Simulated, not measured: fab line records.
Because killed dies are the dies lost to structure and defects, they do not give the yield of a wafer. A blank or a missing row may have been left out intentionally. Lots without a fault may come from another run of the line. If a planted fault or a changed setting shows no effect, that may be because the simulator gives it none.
Problem report, 8D (eight disciplines) form, completed by code -- flow sky130 -- the parts of the form that need people (team, actions taken, sign-off) are left out

## 1. WHAT IS WRONG
Across 6 wafers from 2 lots, VT_ADJUST_NCORE_TW at SKY_VT_ADJUST_NCORE_TW_MEAS_11 averages 169.2, while fault-free wafers read 217.7 with a standard deviation of 2. Relative to the usual mean, that is a shift of -24 standard deviations.
Earliest sighting: wafer L581.1 on filmMetro-02 at day 12 18:50. Wafers with a number at this step in the record: 39, from 13 lots. Rule for "out" (also "out of limits"): further than 4 standard deviations from the usual mean. The rest of the wafers with a number are treated as sound.

## 2. WHAT IT IS, WHAT IT ISN'T
question,is,is not
which readings at this step,VT_ADJUST_NCORE_TW,-
which lots,"L581, L582","L567, L569, L570, L571, L572, L574, L575, L584, L586, L587, L590"
which wafers of those lots,all that have a number,-
read on which gauges,filmMetro-02,"filmMetro-03, filmMetro-04"
when,from day 12 18:50,"up to then (21 sound wafers); but 12 sound wafers of L584, L586, L587, L590 came after"

## 3. THE SUSPECTS, EACH WITH WHAT RULES IT OUT
Counting: any tool at a process step up to the reading is kept as a suspect provided that every lot that is out went through it and no sound lot did after the first of them.
- the gauge at SKY_VT_ADJUST_NCORE_TW_MEAS_11 has been ruled out. All the wafers that are out were read on filmMetro-02, but those of them that SKY_VT_ADJUST_NCORE_IMPLANT_09 has rows for are out there too, on other tools.
- implanter-01 at SKY_VT_ADJUST_NCORE_IMPLANT_09: kept. All lots that are out passed through it, beginning with L581 at day 12 18:35, and no sound lot followed; its final sound lot before that point was L575 at day 11 00:47. Its own readings are out on those wafers: doseIonsCm2, faradayCurrentUA.
The count leaves implanter-01 at SKY_VT_ADJUST_NCORE_IMPLANT_09.

## 4. THE CAUSE (what the simulator had put in)
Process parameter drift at SKY_VT_ADJUST_NCORE_IMPLANT_09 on implanter-01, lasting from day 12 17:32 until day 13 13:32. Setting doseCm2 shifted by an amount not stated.
Only this tool survived the counting.

## 5. SEQUENCE OF EFFECTS, ordered by route
Rows list readings where the struck wafers' mean (over those with a number) sits beyond 3 standard deviations from the usual. Only readings whose record carries a usual standard deviation are examined. hours: median over the lots of the time between each lot's start at the first step of this table that gives one and its start at this step. sigmas: the change, counted in usual standard deviations.
hours,step,reading,usual,on struck wafers,change,sigmas
0,SKY_VT_ADJUST_NCORE_IMPLANT_09,doseIonsCm2,2.4002e+12,1.0058e+12,-1.3944e+12,-99 or more
0,SKY_VT_ADJUST_NCORE_IMPLANT_09,faradayCurrentUA,13.52,5.63,-7.89,-29
0,SKY_VT_ADJUST_NCORE_TW_MEAS_11,VT_ADJUST_NCORE_TW,217.7,169.2,-48.5,-24
The process steps in it:
- SKY_VT_ADJUST_NCORE_IMPLANT_09
Later measuring or inspecting steps at which every struck wafer that the step has a row for has a number for every such reading, and none has moved that far: SKY_VT_ADJUST_HVTR_CD_MEAS_07, SKY_VT_ADJUST_HVTR_TW_MEAS_11, SKY_SONOS_TUNNEL_CD_MEAS_07.

## 6. HOW IT WOULD HAVE BEEN CAUGHT EARLIER
In this record the first reading out of limits at a measuring or inspecting step was taken at day 12 18:50, 1 hour after the fault began at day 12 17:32.
At SKY_VT_ADJUST_NCORE_IMPLANT_09, the tool's own readings (doseIonsCm2, faradayCurrentUA) were out on each struck wafer the step has a row for, so an alarm limit on them would have fired on the first such wafer.
L582, from the lots that are out (2), started SKY_VT_ADJUST_NCORE_IMPLANT_09 on implanter-01 later than day 12 18:50. A hold on the tool at that time would have spared it.
